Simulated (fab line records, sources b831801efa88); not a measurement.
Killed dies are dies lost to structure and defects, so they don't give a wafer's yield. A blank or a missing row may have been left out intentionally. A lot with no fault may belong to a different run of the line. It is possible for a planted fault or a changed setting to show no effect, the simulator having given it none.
The tool behind it: which one? :: flow sfq_line :: route of 325 steps, sampled at 1 step: 14 lots, 42 wafers

WHAT THE GAUGES SHOWED, per wafer
SFQ_I3_BOW_MEAS_922. Usual: I3_BOW gives 5 um (standard deviation 8.8).
lot: L623
measured: day 46 18:34
on: film_metro-04
I3_BOW (um): -3 13 -2
flag: 

lot: L624
measured: day 46 19:58
on: film_metro-03
I3_BOW (um): 5 1 8
flag: 

lot: L625
measured: day 47 02:05
on: film_metro-04
I3_BOW (um): 14 6 3
flag: 

lot: L626
measured: day 47 19:46
on: film_metro-04
I3_BOW (um): 4 -9 -7
flag: 

lot: L627
measured: day 48 22:16
on: film_metro-01
I3_BOW (um): 0 1 -2
flag: 

lot: L628
measured: day 49 07:14
on: film_metro-01
I3_BOW (um): 0 -2 4
flag: 

lot: L631
measured: day 50 21:16
on: film_metro-04
I3_BOW (um): 12 19 14
flag: 

lot: L634
measured: day 51 22:04
on: film_metro-01
I3_BOW (um): -10 2 -7
flag: 

lot: L635
measured: day 52 04:01
on: film_metro-01
I3_BOW (um): 0 1 2
flag: 

lot: L639
measured: day 54 05:43
on: film_metro-04
I3_BOW (um): 5 11 0
flag: 

lot: L640
measured: day 54 09:19
on: film_metro-01
I3_BOW (um): 0 3 1
flag: 

lot: L642
measured: day 54 17:25
on: film_metro-04
I3_BOW (um): 13 -3 4
flag: 

lot: L645
measured: day 55 18:10
on: film_metro-01
I3_BOW (um): -1 11 12
flag: 

lot: L646
measured: day 55 22:44
on: film_metro-01
I3_BOW (um): 5 -2 13
flag: 

EACH LOT AND THE TOOL THAT RAN IT (in order: tool; ch and the chambers of the sampled wafers; start)
There is no process step in the record ahead of these readings.

AS READ BY THE TOOLS THEMSELVES (means over the sampled wafers that have a number; for cases with no such wafer, the mark the record gives instead)
The record holds no such reading with a usual standard deviation.

THE ANSWER, worked out from the rows above alone
Rule: a lot counts as off when the mean over its wafers that have a number is more than 3 standard deviations away from the usual mean. A lot without any number at a reading at which 4 lots or more have one is off too. Any other lot the step has rows for is counted as sound. After the gauges, taken in route order, come the tools' own readings; for these a lot's mean is taken, as printed above. The first step at which some lot is off is used, and at that step the reading that is off furthest; a lot without a number counts as furthest.
No lot is off on any of the readings shown, so nothing can be concluded from this.

WHAT HAD BEEN PUT IN BY THE SIMULATOR
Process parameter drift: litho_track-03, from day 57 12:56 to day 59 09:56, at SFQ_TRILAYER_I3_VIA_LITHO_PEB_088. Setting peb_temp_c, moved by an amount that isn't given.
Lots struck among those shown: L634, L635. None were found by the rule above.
